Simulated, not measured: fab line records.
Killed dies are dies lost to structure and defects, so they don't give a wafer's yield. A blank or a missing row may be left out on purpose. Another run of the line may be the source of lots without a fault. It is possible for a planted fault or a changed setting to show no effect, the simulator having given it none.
Which tool did it? / flow sfq_line / 7 lots, 21 wafers sampled, at 1 step of a route of 325

== WHAT THE GAUGES SHOWED, per wafer ==
SFQ_I1_BOW_MEAS_912.
lot=L786; measured=day 11 21:36; on=film_metro-02; I1_BOW (um)=-2 -8 -1
lot=L788; measured=day 12 23:07; on=film_metro-03; I1_BOW (um)=14 4 7
lot=L797; measured=day 15 01:35; on=film_metro-02; I1_BOW (um)=-7 11 6
lot=L799; measured=day 15 09:25; on=film_metro-03; I1_BOW (um)=2 6 3
lot=L801; measured=day 16 04:35; on=film_metro-04; I1_BOW (um)=-3 -1 -2
lot=L803; measured=day 16 20:29; on=film_metro-03; I1_BOW (um)=8 -7 -1
lot=L808; measured=day 18 12:52; on=film_metro-02; I1_BOW (um)=1 8 -4

== WHICH TOOL RAN EACH LOT (tool, then ch and the chambers of the sampled wafers, then the start) ==
There is no process step in the record ahead of these readings.

== THE ANSWER, worked out from the rows above alone ==
Rule: the usual values come from the lots themselves. Put in order of their means at a reading, lots are off if they are a third of the lots or fewer, leave a main group of 4 or more, and stand apart from it by a gap of 3 or more times the standard deviation of the main group's means; of several such gaps the widest counts. If all means in a main group match to the digits the tables above print for the reading, that group is not used. Also off: a lot with no number at a reading for which 4 or more lots have one. Any other lot the step has rows for is counted as sound.
Nothing can be told from this: no lot is off at any reading shown.

== WHAT HAD BEEN PUT IN BY THE SIMULATOR ==
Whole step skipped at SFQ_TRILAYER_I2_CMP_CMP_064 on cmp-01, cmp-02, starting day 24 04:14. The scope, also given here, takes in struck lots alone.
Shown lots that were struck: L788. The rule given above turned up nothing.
